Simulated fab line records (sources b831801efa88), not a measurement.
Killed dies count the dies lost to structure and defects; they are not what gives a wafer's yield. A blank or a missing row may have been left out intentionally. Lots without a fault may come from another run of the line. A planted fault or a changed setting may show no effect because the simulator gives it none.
Check for tools in common ; flow gf180mcu ; 39 wafers sampled across 13 lots

## WHY THIS WAS OPENED
GF_VT_IMPLANT_TW_MEAS_21, reading VT_IMPLANT_2_TW: flagged on 2 of 13 lots. Wafers without a fault read 1216, standard deviation 12.
Rule: a lot gets a flag if all its wafers with a number sit over 4 standard deviations from that mean, or if no wafer of it has a number. As for the other lots, they are considered sound.

lot;measured;on;VT_IMPLANT_2_TW, wafer by wafer;flag
L811;day 6 08:43;film_metro-03;1223 1228 1230;
L812;day 6 12:41;film_metro-01;1224 1222 1229;
L814;day 7 00:40;film_metro-01;1394 1379 1385;FLAGGED
L815;day 7 06:20;film_metro-01;1385 1381 1381;FLAGGED
L822;day 9 06:05;film_metro-02;1190 1196 1194;
L824;day 9 18:52;film_metro-01;1226 1225 1230;
L826;day 10 08:35;film_metro-03;1220 1207 1217;
L828;day 10 19:05;film_metro-03;1218 1217 1217;
L829;day 11 00:13;film_metro-01;1222 1217 1224;
L831;day 11 13:01;film_metro-02;1195 1196 1197;
L832;day 11 16:25;film_metro-02;1196 1196 1200;
L833;day 12 02:29;film_metro-03;1221 1220 1227;
L834;day 12 06:37;film_metro-03;1225 1216 1216;
The mean of the flagged lots' numbers is 1384, +168 from the usual (+14 standard deviations).

## WHICH TOOL EACH LOT WENT THROUGH
The record keeps 1 process step preceding the reading, out of 602 steps on the route. Cell contents, in order: the tool; ch with the chambers the sampled wafers went through; the start.
lot;flag;GF_VT_IMPLANT_IMPLANT_19
L811;;implanter-01 ch 0, day 6 08:28
L812;;implanter-01 ch 0, day 6 12:26
L814;FLAGGED;implanter-01 ch 0, day 7 00:25
L815;FLAGGED;implanter-01 ch 0, day 7 06:05
L822;;implanter-03 ch 0, day 9 05:50
L824;;implanter-01 ch 0, day 9 18:37
L826;;implanter-03 ch 0, day 10 08:20
L828;;implanter-01 ch 0, day 10 18:52
L829;;implanter-03 ch 0, day 10 23:59
L831;;implanter-03 ch 0, day 11 12:46
L832;;implanter-02 ch 0, day 11 16:11
L833;;implanter-03 ch 0, day 12 02:16
L834;;implanter-03 ch 0, day 12 06:22
What the steps here do:
- GF_VT_IMPLANT_IMPLANT_19
- GF_VT_IMPLANT_TW_MEAS_21

## FLAGGED AGAINST TOTAL, ONE TOOL AT A TIME (gauges that did the reading follow at the end)
step;tool;lots run;flagged;share of the flagged lots;sound lots run after its first flagged lot
GF_VT_IMPLANT_IMPLANT_19;implanter-01;6;2;all;2 (L824,L828)
GF_VT_IMPLANT_IMPLANT_19;implanter-02;1;0;none;-
GF_VT_IMPLANT_IMPLANT_19;implanter-03;6;0;none;-
GF_VT_IMPLANT_TW_MEAS_21;film_metro-01;5;2;all;2 (L824,L829)
GF_VT_IMPLANT_TW_MEAS_21;film_metro-02;3;0;none;-
GF_VT_IMPLANT_TW_MEAS_21;film_metro-03;5;0;none;-

## THE TABLE: WHAT IT ALLOWS
In 2 table rows, all flagged lots were run: implanter-01 (GF_VT_IMPLANT_IMPLANT_19), film_metro-01 (GF_VT_IMPLANT_TW_MEAS_21).
- implanter-01 at GF_VT_IMPLANT_IMPLANT_19 ran 6 lots, 2 of them flagged. After the first flagged lot (L824, L828), sound lots still ran on it; a lasting fault on the whole tool would not permit that. Its own readings lie more than 4 standard deviations out on every wafer of the flagged lots: dose_ions_cm2, faraday_current_uA.
- film_metro-01 at GF_VT_IMPLANT_TW_MEAS_21 ran 5 lots, 2 of them flagged. After the first flagged lot (L824, L829), sound lots still ran on it; a lasting fault on the whole tool would not permit that.
None of the table's rows ran every flagged lot and, after the first, no sound lot.

## WHAT THE SIMULATOR HAD INSERTED
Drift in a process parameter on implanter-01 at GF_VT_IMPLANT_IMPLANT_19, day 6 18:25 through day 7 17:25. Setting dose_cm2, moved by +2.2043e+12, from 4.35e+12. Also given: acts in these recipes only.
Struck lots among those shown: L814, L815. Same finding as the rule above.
